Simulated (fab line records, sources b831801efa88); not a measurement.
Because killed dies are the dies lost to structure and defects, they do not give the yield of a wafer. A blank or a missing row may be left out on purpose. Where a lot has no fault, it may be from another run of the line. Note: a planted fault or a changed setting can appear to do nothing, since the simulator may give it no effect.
fab line records / flow gf180mcu
[record] lots = 6 wafers = 18 lastDay = 33
route steps=602 shown V3@435
lots untouched by any fault: they come from a run of this same line in which no faults occurred
startH: start of the lot's first displayed wafer, in hours after the record's first day / waitH: how many hours have passed since the lot's step before this one / " unchanged from the row above / L1.1+2: a row that stands for several wafers / - no value present, or no start provided / * or withheld: withheld / < > ~ a bound
route shown NAME@n: a module of which the file shows steps, and the number in the route of the first / usual: average and standard deviation across the fault-free wafers / same: alike in all rows / chamber/n: place in a boat / sites: readings site by site / _std_site: the values' standard deviation / _edge_site: outer sites' mean less inner sites' / radiusMm: how far each site lies from the wafer's centre / mask NAME#n: copy n / behind: the tool/chamber that last shaped the wafer / hold: reason for holding the lot/hours on hold/outcome of the hold / device: transistor that didn't switch, given as n, p or np / end of line: the tests these same wafers got at the end of their route / step lacking rows: just its recipe / killed: dies that structure and defects cost at the first sort, which is not the same as the wafer's yield / map: per-die view of a wafer (x killed, . not killed, _ where there is no die)
set.NAME: setting as actually run; set.NAME@STEP: the setting as run at that earlier step / model.NAME: the simulator's own value behind a step, which no gauge read
certain route steps with their lots: each step a table, each wafer a row
services: from which hour (startH, from the record's first day; less than 0 if before it) a tool's chamber was out of use, for how many hours, and why
[[steps]]
[step GF_V3_DEHYDRATE_06]
[recipe] tempC = 200 timeS = 60
[step GF_V3_HMDS_07]
[recipe] primeTimeS = 60 primeTempC = 120
[step GF_V3_COAT_08]
[recipe] resist = BARC tempC = withheld timeS = withheld spinRpm = withheld resistThkNm = withheld
[step GF_V3_COAT_09]
[recipe] resist = KrF spinRpm = withheld resistThkNm = 1000
[step GF_V3_SOFTBAKE_10]
[recipe] tempC = 131 timeS = 60 resist = KrF
[step GF_V3_EXPOSE_11]
[recipe] maskId = Via3 targetCdNm = 260 na = 0.68 sourceShape = conventional sigmaOuter = 0.6 doseMj = 38
[step GF_V3_PEB_12]
[recipe] pebTempC = 135 pebTimeS = 90 resist = KrF
[step GF_V3_DEVELOP_13]
[recipe] developTimeS = 60 resist = KrF devTempC = 21
[step GF_V3_CD_MEAS_14]
[recipe] targetCdNm = 260
[usual] cdNm = 260.0/1.3
lot.wafer=L593.1 tool=cdSem-02 chamber=- startH=507.05 waitH=0.1 cdNm=258.8
lot.wafer=L593.2 tool=cdSem-02 chamber=- startH=507.05 waitH=0.1 cdNm=257.0
lot.wafer=L593.5 tool=cdSem-02 chamber=- startH=507.05 waitH=0.1 cdNm=257.7
lot.wafer=L596.2 tool=cdSem-01 chamber=- startH=535.98 waitH=0.1 cdNm=261.2
lot.wafer=L596.5 tool=cdSem-01 chamber=- startH=535.98 waitH=0.1 cdNm=259.2
lot.wafer=L596.6 tool=cdSem-01 chamber=- startH=535.98 waitH=0.1 cdNm=261.6
lot.wafer=L597.2 tool=cdSem-01 chamber=- startH=548.77 waitH=0.1 cdNm=258.7
lot.wafer=L597.3 tool=cdSem-01 chamber=- startH=548.77 waitH=0.1 cdNm=260.1
lot.wafer=L597.4 tool=cdSem-01 chamber=- startH=548.77 waitH=0.1 cdNm=259.4
lot.wafer=L606.3 tool=cdSem-02 chamber=- startH=619.79 waitH=0.1 cdNm=262.5
lot.wafer=L606.4 tool=cdSem-02 chamber=- startH=619.79 waitH=0.1 cdNm=261.3
lot.wafer=L606.5 tool=cdSem-02 chamber=- startH=619.79 waitH=0.1 cdNm=262.2
lot.wafer=L607.4 tool=cdSem-02 chamber=- startH=626.06 waitH=0.1 cdNm=259.3
lot.wafer=L607.5 tool=cdSem-02 chamber=- startH=626.06 waitH=0.1 cdNm=258.6
lot.wafer=L607.6 tool=cdSem-02 chamber=- startH=626.06 waitH=0.1 cdNm=258.8
lot.wafer=L613.3 tool=cdSem-01 chamber=- startH=665.55 waitH=0.1 cdNm=260.0
lot.wafer=L613.4 tool=cdSem-01 chamber=- startH=665.55 waitH=0.1 cdNm=258.5
lot.wafer=L613.5 tool=cdSem-01 chamber=- startH=665.55 waitH=0.1 cdNm=258.8
[step GF_V3_OVL_MEAS_15]
[usual] V3_OVL = -2/6.9
lot.wafer=L593.1 tool=overlay-01 chamber=- startH=507.17 waitH=0.1 V3_OVL[nm]=-8
lot.wafer=L593.2 tool=overlay-01 chamber=- startH=507.17 waitH=0.1 V3_OVL[nm]=-9
lot.wafer=L593.5 tool=overlay-01 chamber=- startH=507.17 waitH=0.1 V3_OVL[nm]=-1
lot.wafer=L596.2 tool=overlay-02 chamber=- startH=536.09 waitH=0.1 V3_OVL[nm]=-1
lot.wafer=L596.5 tool=overlay-02 chamber=- startH=536.09 waitH=0.1 V3_OVL[nm]=-12
lot.wafer=L596.6 tool=overlay-02 chamber=- startH=536.09 waitH=0.1 V3_OVL[nm]=-5
lot.wafer=L597.2 tool=overlay-01 chamber=- startH=548.88 waitH=0.1 V3_OVL[nm]=9
lot.wafer=L597.3 tool=overlay-01 chamber=- startH=548.88 waitH=0.1 V3_OVL[nm]=-1
lot.wafer=L597.4 tool=overlay-01 chamber=- startH=548.88 waitH=0.1 V3_OVL[nm]=9
lot.wafer=L606.3 tool=overlay-02 chamber=- startH=619.88 waitH=0.1 V3_OVL[nm]=-3
lot.wafer=L606.4 tool=overlay-02 chamber=- startH=619.88 waitH=0.1 V3_OVL[nm]=-3
lot.wafer=L606.5 tool=overlay-02 chamber=- startH=619.88 waitH=0.1 V3_OVL[nm]=-2
lot.wafer=L607.4 tool=overlay-02 chamber=- startH=626.14 waitH=0.1 V3_OVL[nm]=-2
lot.wafer=L607.5 tool=overlay-02 chamber=- startH=626.14 waitH=0.1 V3_OVL[nm]=-14
lot.wafer=L607.6 tool=overlay-02 chamber=- startH=626.14 waitH=0.1 V3_OVL[nm]=-3
lot.wafer=L613.3 tool=overlay-02 chamber=- startH=665.64 waitH=0.1 V3_OVL[nm]=0
lot.wafer=L613.4 tool=overlay-02 chamber=- startH=665.64 waitH=0.1 V3_OVL[nm]=8
lot.wafer=L613.5 tool=overlay-02 chamber=- startH=665.64 waitH=0.1 V3_OVL[nm]=-4
[step GF_V3_ETCH_16]
[recipe] chemistry = N2/H2 targetDepthA = withheld overetchA = withheld timeS = withheld target = BARC ionEnergyEv = 200 sourceW = 500 biasW = 100 pressureMtorr = 30 n2FlowSccm = 100 h2FlowSccm = 200
[usual] drypumpMotorCurrentA = 5.7/0.53 oesProductAu = 0.855/0.0044 throttleValvePct = 13.225/0.01
lot.wafer=L593.1 tool=rieDiel-02 chamber=1 startH=507.21 waitH=0.0 drypumpMotorCurrentA=6.2 oesProductAu=0.851 throttleValvePct=13.211
lot.wafer=L593.2 tool=rieDiel-02 chamber=3 startH=507.21 waitH=0.0 drypumpMotorCurrentA=6.2 oesProductAu=0.850 throttleValvePct=13.232
lot.wafer=L593.5 tool=rieDiel-02 chamber=2 startH=507.21 waitH=0.0 drypumpMotorCurrentA=5.0 oesProductAu=0.858 throttleValvePct=13.221
lot.wafer=L596.2 tool=rieDiel-01 chamber=2 startH=536.12 waitH=0.0 drypumpMotorCurrentA=5.3 oesProductAu=0.854 throttleValvePct=13.219
lot.wafer=L596.5 tool=rieDiel-01 chamber=0 startH=536.12 waitH=0.0 drypumpMotorCurrentA=5.6 oesProductAu=0.859 throttleValvePct=13.236
lot.wafer=L596.6 tool=rieDiel-01 chamber=3 startH=536.12 waitH=0.0 drypumpMotorCurrentA=5.6 oesProductAu=0.853 throttleValvePct=13.227
lot.wafer=L597.2 tool=rieDiel-02 chamber=3 startH=548.91 waitH=0.0 drypumpMotorCurrentA=6.2 oesProductAu=0.849 throttleValvePct=13.235
lot.wafer=L597.3 tool=rieDiel-02 chamber=2 startH=548.91 waitH=0.0 drypumpMotorCurrentA=5.0 oesProductAu=0.856 throttleValvePct=13.218
lot.wafer=L597.4 tool=rieDiel-02 chamber=1 startH=548.91 waitH=0.0 drypumpMotorCurrentA=6.2 oesProductAu=0.853 throttleValvePct=13.210
lot.wafer=L606.3 tool=rieDiel-02 chamber=2 startH=619.91 waitH=0.0 drypumpMotorCurrentA=5.0 oesProductAu=0.856 throttleValvePct=13.220
lot.wafer=L606.4 tool=rieDiel-02 chamber=3 startH=619.91 waitH=0.0 drypumpMotorCurrentA=6.2 oesProductAu=0.858 throttleValvePct=13.225
lot.wafer=L606.5 tool=rieDiel-02 chamber=0 startH=619.91 waitH=0.0 drypumpMotorCurrentA=6.4 oesProductAu=0.860 throttleValvePct=13.219
lot.wafer=L607.4 tool=rieDiel-03 chamber=2 startH=626.16 waitH=0.0 drypumpMotorCurrentA=5.8 oesProductAu=0.853 throttleValvePct=13.236
lot.wafer=L607.5 tool=rieDiel-03 chamber=0 startH=626.16 waitH=0.0 drypumpMotorCurrentA=5.9 oesProductAu=0.856 throttleValvePct=13.219
lot.wafer=L607.6 tool=rieDiel-03 chamber=1 startH=626.16 waitH=0.0 drypumpMotorCurrentA=5.8 oesProductAu=0.859 throttleValvePct=13.216
lot.wafer=L613.3 tool=rieDiel-03 chamber=0 startH=665.66 waitH=0.0 drypumpMotorCurrentA=6.0 oesProductAu=0.865 throttleValvePct=13.218
lot.wafer=L613.4 tool=rieDiel-03 chamber=2 startH=665.66 waitH=0.0 drypumpMotorCurrentA=5.8 oesProductAu=0.854 throttleValvePct=13.229
lot.wafer=L613.5 tool=rieDiel-03 chamber=3 startH=665.66 waitH=0.0 drypumpMotorCurrentA=4.7 oesProductAu=0.858 throttleValvePct=13.218
[step GF_V3_ETCH_17]
[recipe] chemistry = C4F8/O2/Ar maskMaterial = KrF target = SiO2 stopOn = TiN sourceW = 1500 biasW = 1200 pressureMtorr = 40 c4f8FlowSccm = withheld O2_flow_sccm = 6 Ar_flow_sccm = 300 timeS = withheld targetDepthA = 6350
[usual] oesProductAu = 0.856/0.0045
lot.wafer=L593.1 tool=rieDiel-02 chamber=1 startH=- waitH=- oesProductAu=0.849
lot.wafer=L593.2 tool=rieDiel-02 chamber=3 startH=- waitH=- oesProductAu=0.851
lot.wafer=L593.5 tool=rieDiel-02 chamber=2 startH=- waitH=- oesProductAu=0.864
lot.wafer=L596.2 tool=rieDiel-01 chamber=2 startH=- waitH=- oesProductAu=0.856
lot.wafer=L596.5 tool=rieDiel-01 chamber=0 startH=- waitH=- oesProductAu=0.860
lot.wafer=L596.6 tool=rieDiel-01 chamber=3 startH=- waitH=- oesProductAu=0.859
lot.wafer=L597.2 tool=rieDiel-02 chamber=3 startH=- waitH=- oesProductAu=0.857
lot.wafer=L597.3 tool=rieDiel-02 chamber=2 startH=- waitH=- oesProductAu=0.856
lot.wafer=L597.4 tool=rieDiel-02 chamber=1 startH=- waitH=- oesProductAu=0.854
lot.wafer=L606.3 tool=rieDiel-02 chamber=2 startH=- waitH=- oesProductAu=0.860
lot.wafer=L606.4 tool=rieDiel-02 chamber=3 startH=- waitH=- oesProductAu=0.862
lot.wafer=L606.5 tool=rieDiel-02 chamber=0 startH=- waitH=- oesProductAu=0.862
lot.wafer=L607.4 tool=rieDiel-03 chamber=2 startH=- waitH=- oesProductAu=0.859
lot.wafer=L607.5 tool=rieDiel-03 chamber=0 startH=- waitH=- oesProductAu=0.856
lot.wafer=L607.6 tool=rieDiel-03 chamber=1 startH=- waitH=- oesProductAu=0.857
lot.wafer=L613.3 tool=rieDiel-03 chamber=0 startH=- waitH=- oesProductAu=0.856
lot.wafer=L613.4 tool=rieDiel-03 chamber=2 startH=- waitH=- oesProductAu=0.861
lot.wafer=L613.5 tool=rieDiel-03 chamber=3 startH=- waitH=- oesProductAu=0.855
[step GF_V3_STRIP_18]
[recipe] chemistry = O2/N2 powerW = 1400 pressureMtorr = 1500 platenTempC = 250 o2FlowSccm = 3000 n2FlowSccm = 300 overashFraction = 0.5
[usual] chamberPressureMTorr = 1500.0/1.3 drypumpMotorCurrentA = 5.5/0.6 heaterPowerW = 349/63 oesProductAu = 0.592/0.0047
lot.wafer=L593.1 tool=plasmaAsher-03 chamber=0 startH=507.34 waitH=- chamberPressureMTorr=1499.2 drypumpMotorCurrentA=5.6 heaterPowerW=284 oesProductAu=0.597 rfHoursCounterH=8
lot.wafer=L593.2 tool=plasmaAsher-03 chamber=1 startH=507.34 waitH=- chamberPressureMTorr=1500.0 drypumpMotorCurrentA=4.9 heaterPowerW=449 oesProductAu=0.600 rfHoursCounterH=8
lot.wafer=L593.5 tool=plasmaAsher-03 chamber=1 startH=507.34 waitH=- chamberPressureMTorr=1501.0 drypumpMotorCurrentA=4.9 heaterPowerW=448 oesProductAu=0.594 rfHoursCounterH=-
lot.wafer=L596.2 tool=plasmaAsher-03 chamber=1 startH=536.25 waitH=- chamberPressureMTorr=- drypumpMotorCurrentA=- heaterPowerW=- oesProductAu=- rfHoursCounterH=-
lot.wafer=L596.5 tool=plasmaAsher-03 chamber=1 startH=536.25 waitH=- chamberPressureMTorr=- drypumpMotorCurrentA=- heaterPowerW=- oesProductAu=- rfHoursCounterH=-
lot.wafer=L596.6 tool=plasmaAsher-03 chamber=0 startH=536.25 waitH=- chamberPressureMTorr=- drypumpMotorCurrentA=- heaterPowerW=- oesProductAu=- rfHoursCounterH=-
lot.wafer=L597.2 tool=plasmaAsher-03 chamber=1 startH=549.04 waitH=- chamberPressureMTorr=- drypumpMotorCurrentA=- heaterPowerW=- oesProductAu=- rfHoursCounterH=-
lot.wafer=L597.3 tool=plasmaAsher-03 chamber=0 startH=549.04 waitH=- chamberPressureMTorr=- drypumpMotorCurrentA=- heaterPowerW=- oesProductAu=- rfHoursCounterH=-
lot.wafer=L597.4 tool=plasmaAsher-03 chamber=1 startH=549.04 waitH=- chamberPressureMTorr=- drypumpMotorCurrentA=- heaterPowerW=- oesProductAu=- rfHoursCounterH=-
lot.wafer=L606.3 tool=plasmaAsher-02 chamber=0 startH=620.07 waitH=- chamberPressureMTorr=1500.4 drypumpMotorCurrentA=6.2 heaterPowerW=285 oesProductAu=0.594 rfHoursCounterH=-
lot.wafer=L606.4 tool=plasmaAsher-02 chamber=1 startH=620.07 waitH=- chamberPressureMTorr=1499.7 drypumpMotorCurrentA=5.2 heaterPowerW=395 oesProductAu=0.588 rfHoursCounterH=-
lot.wafer=L606.5 tool=plasmaAsher-02 chamber=0 startH=620.07 waitH=- chamberPressureMTorr=1498.4 drypumpMotorCurrentA=6.2 heaterPowerW=281 oesProductAu=0.591 rfHoursCounterH=-
lot.wafer=L607.4 tool=plasmaAsher-04 chamber=0 startH=626.32 waitH=- chamberPressureMTorr=1500.1 drypumpMotorCurrentA=4.8 heaterPowerW=336 oesProductAu=0.590 rfHoursCounterH=-
lot.wafer=L607.5 tool=plasmaAsher-04 chamber=0 startH=626.32 waitH=- chamberPressureMTorr=1501.6 drypumpMotorCurrentA=4.8 heaterPowerW=349 oesProductAu=0.593 rfHoursCounterH=-
lot.wafer=L607.6 tool=plasmaAsher-04 chamber=1 startH=626.32 waitH=- chamberPressureMTorr=1496.7 drypumpMotorCurrentA=6.4 heaterPowerW=354 oesProductAu=0.597 rfHoursCounterH=-
lot.wafer=L613.3 tool=plasmaAsher-03 chamber=1 startH=665.83 waitH=- chamberPressureMTorr=1502.5 drypumpMotorCurrentA=4.9 heaterPowerW=454 oesProductAu=0.595 rfHoursCounterH=-
lot.wafer=L613.4 tool=plasmaAsher-03 chamber=0 startH=665.83 waitH=- chamberPressureMTorr=1502.6 drypumpMotorCurrentA=5.6 heaterPowerW=279 oesProductAu=0.594 rfHoursCounterH=-
lot.wafer=L613.5 tool=plasmaAsher-03 chamber=0 startH=665.83 waitH=- chamberPressureMTorr=1499.4 drypumpMotorCurrentA=5.6 heaterPowerW=279 oesProductAu=0.592 rfHoursCounterH=-
[step GF_V3_STRIP_19]
[recipe] chemistry = postEtchResidueRemover timeS = 1200 tempC = 72.5
[[services]]
tool=rieDiel-03 chamber=2 startH=483.32 hours=12.8 kind=repair
tool=rieDiel-03 chamber=1 startH=484.26 hours=6.0 kind=repair
tool=rieDiel-02 chamber=- startH=499.05 hours=2.8 kind=pm
tool=rieDiel-01 chamber=3 startH=510.87 hours=4.7 kind=repair
tool=plasmaAsher-04 chamber=- startH=526.06 hours=3.6 kind=repair
tool=rieDiel-02 chamber=2 startH=526.42 hours=9.3 kind=repair
tool=plasmaAsher-02 chamber=- startH=542.58 hours=3.9 kind=repair
tool=rieDiel-03 chamber=2 startH=556.50 hours=- kind=clean
tool=rieDiel-03 chamber=2 startH=556.50 hours=24.2 kind=scheduledDown
tool=rieDiel-01 chamber=1 startH=558.42 hours=36.9 kind=repair
tool=rieDiel-01 chamber=3 startH=578.19 hours=52.8 kind=repair
tool=rieDiel-01 chamber=2 startH=578.69 hours=8.7 kind=repair
tool=rieDiel-02 chamber=2 startH=580.97 hours=6.9 kind=repair
tool=rieDiel-01 chamber=- startH=583.00 hours=0.2 kind=repair
tool=plasmaAsher-03 chamber=- startH=593.09 hours=0.4 kind=repair
tool=rieDiel-02 chamber=2 startH=607.97 hours=2.7 kind=repair
tool=rieDiel-03 chamber=- startH=612.76 hours=4.3 kind=pm
tool=rieDiel-03 chamber=1 startH=627.04 hours=7.1 kind=repair
tool=plasmaAsher-02 chamber=- startH=627.27 hours=12.7 kind=repair
tool=rieDiel-01 chamber=3 startH=632.51 hours=14.3 kind=repair
tool=rieDiel-03 chamber=3 startH=636.32 hours=4.1 kind=repair
tool=rieDiel-01 chamber=2 startH=636.62 hours=2.0 kind=repair
tool=plasmaAsher-04 chamber=- startH=644.00 hours=4.8 kind=repair
tool=rieDiel-01 chamber=3 startH=653.31 hours=16.6 kind=repair
[[key]]
[firstSign] step = GF_V3_STRIP_18 reading = toolRecord direction = missing
effect none on later readings
metAt GF_V3_STRIP_18
struckWafers L596.2,L596.5,L596.6,L597.2,L597.3,L597.4
laterRowsLeftOut L596.2,L596.5,L596.6,L597.2,L597.3,L597.4
sortLeftOut L596.2,L596.5,L596.6,L597.2,L597.3,L597.4
onsetBetween 507.34 536.25
[fault] kind = skippedStepWhole tool = plasmaAsher-03 chamber = - onsetH = 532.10 steps = GF_V3_STRIP_18 scope = struckLotsOnly
// sortLeftOut: the simulated sort isn't trusted on such a fault, so these wafers' sort isn't shown, and their yield isn't known
// laterRowsLeftOut: the simulator's readings of these wafers behind a module that went badly wrong aren't trusted and aren't shown, but for the sort
